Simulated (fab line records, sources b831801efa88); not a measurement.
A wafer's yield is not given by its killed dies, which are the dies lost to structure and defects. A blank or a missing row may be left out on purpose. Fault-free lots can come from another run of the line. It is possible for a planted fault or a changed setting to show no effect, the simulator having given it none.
What tool caused it?	flow sky130	Sampling: 14 lots, 40 wafers, 4 of 708 route steps

WHAT THE GAUGES SHOWED, per wafer
Not one reading of a measure or inspect step in the record can be checked against a usual standard deviation.

WHAT TOOL EACH LOT RAN ON (gives the tool, then ch and the chambers of the sampled wafers, and finally the start)
lot	SKY_VIA1_ETCH_15	SKY_VIA1_STRIP_16	SKY_METAL2_SPUTTER_00	SKY_METAL2_SPUTTER_01
L372	rie-diel-01 ch 0,3, day 34 13:01	plasma-asher-02 ch 0,1, day 34 13:04	pvd-sputter-01, day 34 14:17	pvd-sputter-01, day 34 14:19
L373	rie-diel-02 ch 0,1,2, day 34 15:22	plasma-asher-02 ch 0,1, day 34 15:27	pvd-sputter-04, day 34 17:01	pvd-sputter-04, day 34 17:02
L371	rie-diel-02 ch 1,2, day 34 17:13	plasma-asher-03 ch 1, day 34 17:16	pvd-sputter-04, day 34 18:29	pvd-sputter-04, day 34 18:31
L376	rie-diel-04 ch 0,1,2, day 35 16:20	plasma-asher-04 ch 0,1, day 35 16:22	pvd-sputter-01, day 35 17:36	pvd-sputter-01, day 35 17:38
L374	rie-diel-02 ch 0,1, day 35 17:10	plasma-asher-03 ch 0,1, day 35 17:13	pvd-sputter-02, day 35 18:26	pvd-sputter-02, day 35 18:28
L375	rie-diel-01 ch 0,1,2, day 35 18:53	plasma-asher-02 ch 0, day 35 18:55	pvd-sputter-01, day 35 20:09	pvd-sputter-01, day 35 20:10
L377	rie-diel-04 ch 0,1,2, day 37 00:16	plasma-asher-03 ch 0,1, day 37 00:19	pvd-sputter-04, day 37 01:35	pvd-sputter-04, day 37 01:36
L381	rie-diel-04 ch 0,3, day 38 02:07	plasma-asher-03 ch 1, day 38 02:10	pvd-sputter-04, day 38 03:27	pvd-sputter-04, day 38 03:28
L383	rie-diel-04 ch 3, day 38 03:10	plasma-asher-04 ch 0, day 38 03:13	pvd-sputter-04, day 38 04:28	pvd-sputter-04, day 38 04:29
L386	rie-diel-02 ch 0,1,2, day 39 04:19	plasma-asher-04 ch 0,1, day 39 04:24	pvd-sputter-01, day 39 05:35	pvd-sputter-01, day 39 05:37
L388	rie-diel-01 ch 0,2,3, day 39 11:40	plasma-asher-02 ch 0,1, day 39 11:43	pvd-sputter-02, day 39 12:56	pvd-sputter-02, day 39 12:58
L392	rie-diel-02 ch 2,3, day 40 15:49	plasma-asher-03 ch 0,1, day 40 15:51	pvd-sputter-04, day 40 17:07	pvd-sputter-04, day 40 17:08
L394	rie-diel-04 ch 1,3, day 40 21:34	plasma-asher-03 ch 0,1, day 40 21:37	pvd-sputter-01, day 40 22:50	pvd-sputter-01, day 40 22:52
L393	rie-diel-01 ch 0,2,3, day 40 23:43	plasma-asher-04 ch 0,1, day 40 23:48	pvd-sputter-04, day 41 00:59	pvd-sputter-04, day 41 01:01
- SKY_VIA1_ETCH_15: etches SiO2 in C4F8/O2/Ar, stops on TiN, target depth 351 nm, time 54 s.
- SKY_VIA1_STRIP_16: strips in O2/N2.
- SKY_METAL2_SPUTTER_00: material Ti, target thk 15 nm, time 10 s.
- SKY_METAL2_SPUTTER_01: material TiN, target thk 20 nm, time 16.7 s.

AS READ BY THE TOOLS THEMSELVES (means over the sampled wafers that have a number; for cases with no such wafer, the mark the record gives instead)
SKY_VIA1_ETCH_15.
lot	tool	oes-product-au (a.u.)
L372	rie-diel-01	0.969
L373	rie-diel-02	0.981
L371	rie-diel-02	0.983
L376	rie-diel-04	0.980
L374	rie-diel-02	0.986
L375	rie-diel-01	0.978
L377	rie-diel-04	0.978
L381	rie-diel-04	0.954
L383	rie-diel-04	0.931
L386	rie-diel-02	0.982
L388	rie-diel-01	0.977
L392	rie-diel-02	0.980
L394	rie-diel-04	0.986
L393	rie-diel-01	0.977

SKY_VIA1_STRIP_16.
lot	tool	drypump-motor-current-A (A)	oes-product-au (a.u.)	strip-time-to-endpoint-s (s)
L372	plasma-asher-02	5.4	0.414	4.49
L373	plasma-asher-02	5.4	0.414	4.45
L371	plasma-asher-03	5.6	0.415	4.44
L376	plasma-asher-04	6.2	0.420	4.44
L374	plasma-asher-03	5.8	0.414	4.42
L375	plasma-asher-02	5.3	0.413	4.44
L377	plasma-asher-03	5.9	0.418	4.45
L381	plasma-asher-03	5.6	0.416	4.48
L383	plasma-asher-04	6.6	0.415	4.53
L386	plasma-asher-04	6.2	0.417	4.46
L388	plasma-asher-02	5.4	0.415	4.45
L392	plasma-asher-03	5.7	0.415	4.49
L394	plasma-asher-03	5.9	0.413	4.41
L393	plasma-asher-04	6.2	0.412	4.46

SKY_METAL2_SPUTTER_00.
lot	tool	throttle-valve-pct (%)
L372	pvd-sputter-01	29.9
L373	pvd-sputter-04	30.4
L371	pvd-sputter-04	30.1
L376	pvd-sputter-01	29.5
L374	pvd-sputter-02	30.8
L375	pvd-sputter-01	29.7
L377	pvd-sputter-04	30.1
L381	pvd-sputter-04	30.6
L383	pvd-sputter-04	30.9
L386	pvd-sputter-01	29.9
L388	pvd-sputter-02	30.6
L392	pvd-sputter-04	30.2
L394	pvd-sputter-01	29.8
L393	pvd-sputter-04	29.8

SKY_METAL2_SPUTTER_01.
lot	tool	throttle-valve-pct (%)
L372	pvd-sputter-01	30.0
L373	pvd-sputter-04	30.3
L371	pvd-sputter-04	30.3
L376	pvd-sputter-01	29.5
L374	pvd-sputter-02	30.6
L375	pvd-sputter-01	30.0
L377	pvd-sputter-04	30.1
L381	pvd-sputter-04	30.5
L383	pvd-sputter-04	30.5
L386	pvd-sputter-01	29.7
L388	pvd-sputter-02	30.6
L392	pvd-sputter-04	30.3
L394	pvd-sputter-01	29.7
L393	pvd-sputter-04	29.5

THE ANSWER, worked out from the rows above alone
Rule: the lots themselves supply what counts as usual. The widest of any qualifying gaps counts: lots, ordered by their means at a reading, are off when they make up no more than a third of the lots, leave a main group of 4 or more, and stand apart from it by 3 or more times the standard deviation of that group's means. The tables above print the reading to a certain number of digits; a main group whose means all agree to those digits is not used. A lot without any number at a reading at which 4 lots or more have one is off too. Any other lot the step has rows for is counted as sound. After the gauges, taken in route order, come the tools' own readings; for these a lot's mean is taken, as printed above. At the first step where some lot is off, the reading lying furthest off is the one used; lots without a number count as furthest.
Off at SKY_VIA1_ETCH_15 (oes-product-au): L381, L383. The main group has a mean of 0.980 a.u. with a standard deviation of 0.0044.
A tool fits if, at that step or a process step before it, it ran every lot that is off, and no sound lot after the first of them. Not one of the candidates tried fits.

WHAT THE SIMULATOR HAD PUT IN
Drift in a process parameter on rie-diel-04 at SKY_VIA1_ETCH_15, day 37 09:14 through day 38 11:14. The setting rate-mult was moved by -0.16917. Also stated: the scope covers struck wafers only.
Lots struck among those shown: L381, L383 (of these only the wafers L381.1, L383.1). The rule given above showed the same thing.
